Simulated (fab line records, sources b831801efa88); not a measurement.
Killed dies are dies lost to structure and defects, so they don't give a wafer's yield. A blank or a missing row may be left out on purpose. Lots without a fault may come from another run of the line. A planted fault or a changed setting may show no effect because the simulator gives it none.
Tool commonality check | flow gf180mcu | 12 lots, 36 wafers sampled

WHY IT WAS OPENED
At GF_NWELL_TW_MEAS_11 the reading NWELL_TW is flagged on 3 of 12 lots. Wafers without a fault read 1580, standard deviation 12.
Rule: a lot is flagged when every wafer of it that has a number lies more than 4 standard deviations from that mean, or none has a number. The other lots count as sound.

lot  | measured    | on            | NWELL_TW, wafer by wafer | flag
L105 | day 3 08:17 | film_metro-03 | 1581 1579 1582           |
L106 | day 3 12:29 | film_metro-02 | 1566 1572 1574           |
L107 | day 3 22:04 | film_metro-03 | 1643 1646 1650           | FLAGGED
L108 | day 4 03:30 | film_metro-04 | 1678 1672 1662           | FLAGGED
L109 | day 4 06:14 | film_metro-02 | 1580 1583 1580           |
L111 | day 4 19:41 | film_metro-04 | 1670 1669 1669           | FLAGGED
L118 | day 6 07:53 | film_metro-03 | 1574 1576 1567           |
L120 | day 6 18:47 | film_metro-03 | 1573 1575 1576           |
L121 | day 6 23:11 | film_metro-03 | 1567 1578 1568           |
L123 | day 7 09:41 | film_metro-03 | 1566 1565 1573           |
L126 | day 8 04:11 | film_metro-04 | 1586 1585 1583           |
L127 | day 8 10:37 | film_metro-02 | 1568 1573 1569           |
The numbers of the flagged lots are 1662 on average: +82 against the usual, or +7 standard deviations.

WHICH TOOL RAN EACH LOT
The record holds 1 process step before the reading, out of a route of 602 steps. In each cell: the tool, then ch and the chambers that the sampled wafers went through, then the start.
lot  | flag    | GF_NWELL_IMPLANT_09
L105 |         | implanter-02 ch 0, day 3 08:02
L106 |         | implanter-02 ch 0, day 3 12:14
L107 | FLAGGED | implanter-02 ch 0, day 3 21:11
L108 | FLAGGED | implanter-03 ch 0, day 4 02:57
L109 |         | implanter-03 ch 0, day 4 05:59
L111 | FLAGGED | implanter-03 ch 0, day 4 19:08
L118 |         | implanter-04 ch 0, day 6 07:38
L120 |         | implanter-04 ch 0, day 6 18:32
L121 |         | implanter-04 ch 0, day 6 22:56
L123 |         | implanter-03 ch 0, day 7 09:26
L126 |         | implanter-02 ch 0, day 8 03:56
L127 |         | implanter-03 ch 0, day 8 10:23
What these steps do:
- GF_NWELL_IMPLANT_09
- GF_NWELL_TW_MEAS_11

FLAGGED OVER TOTAL, TOOL BY TOOL (the gauges that took the reading come last)
step                | tool          | lots run | flagged | share of the flagged lots | sound lots run after its first flagged lot
GF_NWELL_IMPLANT_09 | implanter-02  | 4        | 1       | some                      | 1 (L126)
GF_NWELL_IMPLANT_09 | implanter-03  | 5        | 2       | some                      | 3 (L109,L123,L127)
GF_NWELL_IMPLANT_09 | implanter-04  | 3        | 0       | none                      | -
GF_NWELL_TW_MEAS_11 | film_metro-02 | 3        | 0       | none                      | -
GF_NWELL_TW_MEAS_11 | film_metro-03 | 6        | 1       | some                      | 4 (L118,L120,L121,L123)
GF_NWELL_TW_MEAS_11 | film_metro-04 | 3        | 2       | some                      | 1 (L126)

WHAT THE TABLE ALLOWS
No row of the table ran every flagged lot.

WHAT THE SIMULATOR HAD PUT IN
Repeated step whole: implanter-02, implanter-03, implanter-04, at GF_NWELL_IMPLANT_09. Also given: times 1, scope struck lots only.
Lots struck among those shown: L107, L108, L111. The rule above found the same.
